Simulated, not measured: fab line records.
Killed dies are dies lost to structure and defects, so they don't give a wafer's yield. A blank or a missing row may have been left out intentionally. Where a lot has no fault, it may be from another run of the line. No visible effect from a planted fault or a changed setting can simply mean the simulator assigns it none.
Which tool did it?	flow sky130	Sampling: 14 lots, 42 wafers, 6 of 708 route steps

## WHAT THE GAUGES READ, wafer by wafer
SKY_VT_ADJUST_HVTR_OVL_MEAS_08. Usual: VT_ADJUST_HVTR_OVL 0.1 nm, standard deviation 1.5.
lot	measured	on	VT_ADJUST_HVTR_OVL (nm)	flag
L172	day 9 14:02	overlay-02	1.9 0.3 4.6	
L174	day 9 21:59	overlay-02	-0.4 -1.4 -1.6	
L175	day 10 08:25	overlay-02	1.8 1.1 0.3	
L178	day 11 04:38	overlay-02	1.2 0.5 1.3	
L179	day 11 13:21	overlay-02	0.7 1.4 3.3	
L183	day 12 23:32	overlay-02	-0.2 -0.3 -0.4	
L185	day 13 16:50	overlay-01	0.1 -1.1 -2.1	
L187	day 14 09:23	overlay-02	0.8 -0.4 -0.8	
L189	day 14 23:21	overlay-02	0.2 0.3 -0.5	
L190	day 15 07:52	overlay-02	0.6 1.7 0.9	
L191	day 15 11:25	overlay-02	0.7 1.4 0.9	
L192	day 15 13:31	overlay-02	0.9 0.7 1.5	
L194	day 16 08:24	overlay-01	2.3 1.4 1.2	
L195	day 16 12:21	overlay-01	0.4 0.6 1.1	

SKY_LDD_N_TW_MEAS_17. Usual: LDD_N_TW 2569, standard deviation 17.
lot	measured	on	LDD_N_TW	flag
L172	day 18 01:29	film_metro-01	2558 2567 2565	
L174	day 18 13:02	film_metro-01	2570 2550 2555	
L175	day 18 20:35	film_metro-03	2579 2589 2568	
L178	day 20 00:13	film_metro-01	2433 2418 2405 2420 2420 2421	OFF
L179	day 21 07:04	film_metro-01	2417 2422 2405 2419 2422 2398	OFF
L183	day 22 13:26	film_metro-03	2577 2574 2585	
L185	day 23 10:37	film_metro-04	2562 2574 2579	
L187	day 23 22:05	film_metro-03	2601 2583 2578	
L189	day 24 14:02	film_metro-01	2548 2547 2540	
L190	day 25 03:24	film_metro-04	2578 2581 2575	
L191	day 25 02:58	film_metro-01	2551 2543 2548	
L192	day 25 03:26	film_metro-01	2553 2549 2547	
L194	day 25 23:15	film_metro-01	2546 2535 2533	
L195	day 26 01:16	film_metro-04	2578 2557 2582	

## WHAT TOOL EACH LOT RAN ON (gives the tool, then ch and the chambers of the sampled wafers, and finally the start)
lot	SKY_VT_ADJUST_HVTR_STRIP_10	SKY_SONOS_ONO_ETCH_15	SKY_LDD_N_IMPLANT_11	SKY_LDD_N_STRIP_16
L172	plasma_asher-03 ch 0,1, day 9 14:13	rie_diel-04 ch 2,3, day 12 19:49	implanter-02 ch 0, day 18 00:40	plasma_asher-01 ch 0,1, day 18 01:23
L174	plasma_asher-02 ch 0,1, day 9 22:10	rie_diel-02 ch 1,3, day 13 04:25	implanter-03 ch 0, day 18 12:13	plasma_asher-04 ch 1, day 18 12:56
L175	plasma_asher-03 ch 0,1, day 10 08:35	rie_diel-04 ch 1,2,3, day 13 14:13	implanter-01 ch 0, day 18 19:45	plasma_asher-03 ch 0,1, day 18 20:29
L178	plasma_asher-03 ch 0,1, day 11 04:49	rie_diel-02 ch 1,2,3, day 14 12:30	implanter-03, day 19 23:22	plasma_asher-01 ch 0,1, day 20 00:07
L179	plasma_asher-03 ch 0,1, day 11 13:32	rie_diel-04 ch 0,1,2, day 15 01:43	implanter-03, day 21 06:13	plasma_asher-01 ch 0,1, day 21 06:58
L183	plasma_asher-03 ch 0,1, day 12 23:43	rie_diel-03 ch 2,3, day 16 17:25	implanter-03 ch 0, day 22 12:35	plasma_asher-04 ch 0,1, day 22 13:20
L185	plasma_asher-02 ch 0, day 13 17:01	rie_diel-02 ch 0,2, day 17 09:04	implanter-02 ch 0, day 23 09:47	plasma_asher-01 ch 0,1, day 23 10:31
L187	plasma_asher-02 ch 0,1, day 14 09:34	rie_diel-03 ch 1,2,3, day 18 05:08	implanter-03 ch 0, day 23 21:14	plasma_asher-03 ch 0,1, day 23 21:59
L189	plasma_asher-02 ch 0,1, day 14 23:32	rie_diel-04 ch 1,2,3, day 18 18:14	implanter-03 ch 0, day 24 13:11	plasma_asher-04 ch 0,1, day 24 13:56
L190	plasma_asher-03 ch 0,1, day 15 08:04	rie_diel-04 ch 0,1, day 19 11:41	implanter-02 ch 0, day 25 02:35	plasma_asher-04 ch 0,1, day 25 03:19
L191	plasma_asher-02 ch 0,1, day 15 11:35	rie_diel-04 ch 2,3, day 19 12:07	implanter-03 ch 0, day 25 02:07	plasma_asher-03 ch 0,1, day 25 02:52
L192	plasma_asher-03 ch 0,1, day 15 13:50	rie_diel-03 ch 0,1,3, day 19 11:59	implanter-01 ch 0, day 25 02:35	plasma_asher-01 ch 0,1, day 25 03:20
L194	plasma_asher-01 ch 0,1, day 16 08:35	rie_diel-02 ch 0,1,3, day 20 08:59	implanter-03 ch 0, day 25 22:25	plasma_asher-03 ch 0,1, day 25 23:08
L195	plasma_asher-03 ch 0,1, day 16 12:32	rie_diel-04 ch 2,3, day 20 09:03	implanter-01 ch 0, day 26 00:25	plasma_asher-04 ch 0, day 26 01:10
- SKY_VT_ADJUST_HVTR_STRIP_10: strips in O2/N2.
- SKY_SONOS_ONO_ETCH_15: etches the open film in CHF3/O2, target depth 19.52 nm, time 7.8 s.
- SKY_LDD_N_IMPLANT_11
- SKY_LDD_N_STRIP_16: strips in O2/N2.

## AS READ BY THE TOOLS THEMSELVES (means over the sampled wafers that have a number; for cases with no such wafer, the mark the record gives instead)
SKY_VT_ADJUST_HVTR_STRIP_10. Usual: drypump_motor_current_A 5.8 A, standard deviation 0.4; oes_product_au 0.716 a.u., standard deviation 0.0041; strip_time_to_endpoint_s 14.30 s, standard deviation 0.032.
lot	tool	drypump_motor_current_A (A)	oes_product_au (a.u.)	strip_time_to_endpoint_s (s)	flag
L172	plasma_asher-03	5.8	0.714	14.32	
L174	plasma_asher-02	5.7	0.716	14.29	
L175	plasma_asher-03	5.8	0.718	14.35	
L178	plasma_asher-03	5.8	0.715	14.34	
L179	plasma_asher-03	5.8	0.716	14.28	
L183	plasma_asher-03	5.8	0.716	14.25	
L185	plasma_asher-02	6.3	0.716	14.24	
L187	plasma_asher-02	5.7	0.715	14.30	
L189	plasma_asher-02	5.7	0.713	14.27	
L190	plasma_asher-03	5.7	0.715	14.28	
L191	plasma_asher-02	5.7	0.714	14.36	
L192	plasma_asher-03	5.8	0.715	14.29	
L194	plasma_asher-01	5.5	0.715	14.34	
L195	plasma_asher-03	5.8	0.720	14.32	

SKY_SONOS_ONO_ETCH_15. Usual: drypump_motor_current_A 5.4 A, standard deviation 0.49; oes_product_au 1.003 a.u., standard deviation 0.0085; throttle_valve_pct 8.826 %, standard deviation 0.0098.
lot	tool	drypump_motor_current_A (A)	oes_product_au (a.u.)	throttle_valve_pct (%)	flag
L172	rie_diel-04	5.3	1.001	8.826	
L174	rie_diel-02	5.3	1.004	8.826	
L175	rie_diel-04	5.3	1.002	8.827	
L178	rie_diel-02	5.6	1.002	8.826	
L179	rie_diel-04	5.1	1.001	8.824	
L183	rie_diel-03	4.9	1.009	8.819	
L185	rie_diel-02	6.3	1.000	8.817	
L187	rie_diel-03	5.0	1.001	8.826	
L189	rie_diel-04	5.3	1.004	8.819	
L190	rie_diel-04	5.3	0.995	8.825	
L191	rie_diel-04	5.2	1.001	8.828	
L192	rie_diel-03	5.3	1.008	8.824	
L194	rie_diel-02	5.5	1.001	8.814	
L195	rie_diel-04	5.2	0.992	8.822	

SKY_LDD_N_IMPLANT_11. Usual: beam_energy_keV 20.000, standard deviation 0.0073; beam_on_s 10.01 s, standard deviation 0.2.
lot	tool	beam_energy_keV	beam_on_s (s)	flag
L172	implanter-02	20.004	9.85	
L174	implanter-03	19.999	10.07	
L175	implanter-01	19.997	9.95	
L178	implanter-03	-	-	OFF
L179	implanter-03	-	-	OFF
L183	implanter-03	20.004	9.96	
L185	implanter-02	19.995	10.09	
L187	implanter-03	19.989	9.96	
L189	implanter-03	19.995	10.03	
L190	implanter-02	20.003	9.90	
L191	implanter-03	20.009	9.87	
L192	implanter-01	20.013	10.10	
L194	implanter-03	19.999	10.05	
L195	implanter-01	20.006	10.26	

SKY_LDD_N_STRIP_16. Usual: drypump_motor_current_A 5.6 A, standard deviation 0.47; oes_product_au 0.407 a.u., standard deviation 0.0048; strip_time_to_endpoint_s 4.315 s, standard deviation 0.015.
lot	tool	drypump_motor_current_A (A)	oes_product_au (a.u.)	strip_time_to_endpoint_s (s)	flag
L172	plasma_asher-01	5.9	0.406	4.329	
L174	plasma_asher-04	5.0	0.407	4.304	
L175	plasma_asher-03	5.7	0.407	4.308	
L178	plasma_asher-01	5.9	0.405	4.136	OFF
L179	plasma_asher-01	5.4	0.411	4.155	OFF
L183	plasma_asher-04	5.6	0.407	4.299	
L185	plasma_asher-01	5.5	0.410	4.318	
L187	plasma_asher-03	5.8	0.404	4.311	
L189	plasma_asher-04	5.6	0.408	4.328	
L190	plasma_asher-04	5.3	0.404	4.331	
L191	plasma_asher-03	5.8	0.410	4.303	
L192	plasma_asher-01	5.5	0.410	4.304	
L194	plasma_asher-03	5.8	0.409	4.325	
L195	plasma_asher-04	5.9	0.410	4.328	

## THE ANSWER, worked out from the rows above alone
Rule: a lot is off if the mean of its wafers that have a number lies more than 3 standard deviations from the usual mean. Also off: a lot with no number at a reading for which 4 or more lots have one. The other lots that the step has rows for count as sound. First the gauges in route order, then the tools' own readings, where a lot's mean is used as printed above. The first step at which some lot is off is used, and at that step the reading that is off furthest; a lot without a number counts as furthest.
Off: at SKY_LDD_N_TW_MEAS_17 (LDD_N_TW), L178, L179.
A tool fits if, at a process step before that reading, it ran every lot that is off, and no sound lot after the first of them. The gauges at SKY_LDD_N_TW_MEAS_17 aren't tried: what is off there is off at SKY_LDD_N_IMPLANT_11 too, on other tools, and a gauge's error can't cause that. Not one of the candidates tried fits.

## WHAT WAS PUT IN BY THE SIMULATOR
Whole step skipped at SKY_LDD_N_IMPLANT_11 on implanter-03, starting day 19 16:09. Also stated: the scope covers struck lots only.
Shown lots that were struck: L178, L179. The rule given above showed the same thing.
